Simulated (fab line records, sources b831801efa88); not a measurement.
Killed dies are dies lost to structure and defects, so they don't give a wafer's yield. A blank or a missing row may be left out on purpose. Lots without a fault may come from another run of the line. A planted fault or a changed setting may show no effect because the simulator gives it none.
A struck lot beside a sound one | flow sky130 | 17 steps out of a route of 708
Sound: wafers L624.2, L624.3, L624.6. Struck: wafer L623.6. (L623.3 of the same lot was not struck and is left out.) The cause comes at the end.
At each step with rows: each side's tool, then ch and its chambers, then its first start. Under that, the readings that differ: sound wafers | struck wafers | difference of the means | sigmas: that difference in standard deviations of wafers without a fault.
alike: readings whose means differ by less than 2 such deviations, and words and numbers that are the same on both sides. not compared: withheld readings, readings that some wafer has no value for, bounds like >300 that may hide the same value, and numbers for which the record gives no deviation and whose values overlap.
The two part at a step that has a row with sigmas, a row that says differs or no value, or rows on one side only. Numbers that don't overlap but have no deviation are shown without sigmas and don't part them. A reading that every wafer of one side lacks parts them only if that side has two wafers or more.

SKY_VT_ADJUST_HVTP_OVL_MEAS_08:
  sound on overlay-02, day 10 10:50; struck on overlay-01, day 10 03:29
  alike: VT_ADJUST_HVTP_OVL
then, 1 step without rows for these wafers: SKY_VT_ADJUST_HVTP_IMPLANT_09.
SKY_VT_ADJUST_HVTP_STRIP_10: strips in O2/N2.
  sound on plasma_asher-03 ch 0,1, day 10 11:01; struck on plasma_asher-04 ch 0, day 10 03:42
  reading               | sound             | struck | difference | sigmas
  oes_product_au (a.u.) | 0.719 0.711 0.721 | 0.703  | -0.014     | -3
  alike: drypump_motor_current_A, strip_time_to_endpoint_s
  not compared: rf_hours_counter_h
SKY_VT_ADJUST_HVTP_TW_MEAS_11:
  sound on film_metro-04, day 10 11:07; struck on film_metro-03, day 10 03:47
  alike: VT_ADJUST_HVTP_TW
then, 7 steps without rows for these wafers: SKY_VT_ADJUST_LVTN_DEHYDRATE_00 (time 60 s); SKY_VT_ADJUST_LVTN_HMDS_01 (prime time 60 s); SKY_VT_ADJUST_LVTN_COAT_02 (resist thk 3000 nm); SKY_VT_ADJUST_LVTN_SOFTBAKE_03; SKY_VT_ADJUST_LVTN_EXPOSE_04 (exposes mask NWM COMPLEMENT LESS NATIVE, target cd 840 nm); SKY_VT_ADJUST_LVTN_PEB_05; SKY_VT_ADJUST_LVTN_DEVELOP_06 (develop time 60 s).
SKY_VT_ADJUST_LVTN_OVL_MEAS_07:
  sound on overlay-01, day 11 09:31; struck on overlay-01, day 11 02:34
  alike: VT_ADJUST_LVTN_OVL
SKY_VT_ADJUST_LVTN_IMPLANT_08:
  sound on implanter-02 ch 0, day 11 09:34; struck on implanter-04 ch 0, day 11 02:38
  alike: dose_ions_cm2, end_station_pressure_torr
SKY_VT_ADJUST_LVTN_STRIP_09: strips in O2/N2.
  sound on plasma_asher-02 ch 0, day 11 09:42; struck on plasma_asher-01 ch 0, day 11 02:47
  reading                     | sound       | struck | difference | sigmas
  drypump_motor_current_A (A) | 6.8 6.7 6.7 | 5.3    | -1.4       | -3
  alike: oes_product_au, strip_time_to_endpoint_s
  not compared: rf_hours_counter_h
SKY_VT_ADJUST_LVTN_TW_MEAS_10:
  sound on film_metro-02, day 11 09:49; struck on film_metro-02, day 11 02:52
  reading           | sound             | struck | difference | sigmas
  VT_ADJUST_LVTN_TW | 241.4 240.9 241.7 | 213.5  | -27.8      | -9
then, 1 step without rows for these wafers: SKY_VT_ADJUST_LVTN_DEHYDRATE_11 (time 60 s).
-- the record jumps here: 39 days lie between the struck wafers' starts before and after (it left off in module VT_ADJUST_LVTN and takes up again in module PAD_OPEN, whose first step shown is number 708 of the route) --
SKY_PAD_OPEN_PROBE_99:
  sound on prober-01, day 49 20:37; struck on prober-02, day 50 00:10
  reading                                           | sound                | struck | difference | sigmas
  model.etest.nfet_01v8.drive_ua_um_range           | 11.62 9.858 11.53    | 22.75  | +11.75     |
  model.etest.nfet_01v8.drive_ua_um_rim_less_centre | -2.851 2.2 2.078     | -7.503 | -7.979     |
  model.etest.nfet_01v8.off_log10_a_um              | -13.53 -13.31 -13.32 | -13.15 | +0.24      |
  model.etest.nfet_01v8_turned.off_log10_a_um       | -13.47 -13.52 -13.41 | -13.35 | +0.12      |
  model.etest.nfet_01v8_lvt.vt_sat_v (V)            | 0.5485 0.5515 0.5406 | 0.5199 | -0.0270    |
  model.etest.nfet_01v8_lvt.vt_v (V)                | 0.622 0.6291 0.6227  | 0.6048 | -0.0198    |
  model.etest.nfet_01v8_swapped.vt_sat_v (V)        | 0.6637 0.6656 0.6583 | 0.6571 | -0.0054    |
  model.etest.nfet_01v8.vt_sat_v (V)                | 0.6617 0.6627 0.6586 | 0.6483 | -0.0127    |
  alike: killed_at_M0_to_M3, killed_at_M4_up, killed_at_contacts, killed_at_front_end, killed_at_other, killed_dies, killed_open, killed_short

WHERE THEY PART
First at SKY_VT_ADJUST_HVTP_STRIP_10; last, within this record, at SKY_VT_ADJUST_LVTN_TW_MEAS_10. Later steps at which nothing parts them and some readings are alike: SKY_PAD_OPEN_PROBE_99.

WHY: what the simulator had put in
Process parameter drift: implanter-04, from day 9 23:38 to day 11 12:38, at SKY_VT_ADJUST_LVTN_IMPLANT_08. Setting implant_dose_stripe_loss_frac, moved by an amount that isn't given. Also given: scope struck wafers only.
